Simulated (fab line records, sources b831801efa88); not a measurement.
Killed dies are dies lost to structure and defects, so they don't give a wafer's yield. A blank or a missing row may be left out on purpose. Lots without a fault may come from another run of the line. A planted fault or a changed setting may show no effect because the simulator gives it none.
Problem report in the 8D (eight disciplines) form, filled by code | flow sky130 | the parts of the form that need people (team, actions taken, sign-off) are left out

1. THE PROBLEM
heater_power_total_W at SKY_LDD_LDN_SOFTBAKE_03 reads a mean of 54.25 W on 6 wafers of 2 lots; wafers without a fault read 56.60 W with a standard deviation of 0.044. That is -53 standard deviations from the usual mean.
The step: time 60 s.
First seen on wafer L849.2, day 26 05:58, on litho_track-03. The record holds 42 wafers of 14 lots with a number at this step. Rule for "out", or "out of limits": more than 4 standard deviations from the usual mean. The other wafers with a number count as sound.

2. WHAT IT IS AND WHAT IT IS NOT
question                    | is                                 | is not
which readings at this step | heater_power_total_W, plate_temp_C | -
which lots                  | L849, L850                         | L839, L840, L841, L842, L848, L852, L854, L856, L857, L859, L860, L861
which wafers of those lots  | all that have a number             | -
read on which tools         | litho_track-03                     | litho_track-01, litho_track-04
when                        | from day 26 05:58                  | up to then (15 sound wafers); but 21 sound wafers of L852, L854, L856, L857, L859, L860, L861 came after

3. SUSPECTS, AND WHAT RULES EACH OUT
Counting: a tool at a process step up to the reading stays a suspect if it ran every lot that is out and no sound lot after the first of them.
- litho_track-03 at SKY_LDD_LDN_SOFTBAKE_03 (time 60 s): ruled out as a lasting fault. Sound lots L859, L860, L861 ran on it after its first lot that is out, L849 (day 26 05:58).
Left after counting: nothing in the record.

4. THE CAUSE (what the simulator had put in)
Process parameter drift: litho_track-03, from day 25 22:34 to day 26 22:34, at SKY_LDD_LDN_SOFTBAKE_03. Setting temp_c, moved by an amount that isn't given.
Counting ruled it out, wrongly.

5. THE CHAIN OF EFFECTS, in route order
Each row: a reading whose mean over the struck wafers that have a number lies more than 3 standard deviations from the usual. Only readings for which the record gives a usual standard deviation are gone through. hours: the time from each lot's start at the first step in this table that gives one to its start at this step, as a median over the lots. sigmas: the change in usual standard deviations.
hours | step                    | reading              | usual   | on struck wafers | change | sigmas
0     | SKY_LDD_LDN_SOFTBAKE_03 | heater_power_total_W | 56.60 W | 54.25            | -2.35  | -53
0     | SKY_LDD_LDN_SOFTBAKE_03 | plate_temp_C         | 90.03 C | 87.35            | -2.68  | -22
The process steps in it:
- SKY_LDD_LDN_SOFTBAKE_03: time 60 s.

6. WHAT WOULD HAVE CAUGHT IT SOONER
In this record the first reading out of limits was taken at day 26 05:58, 7 hours after the fault began at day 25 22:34.
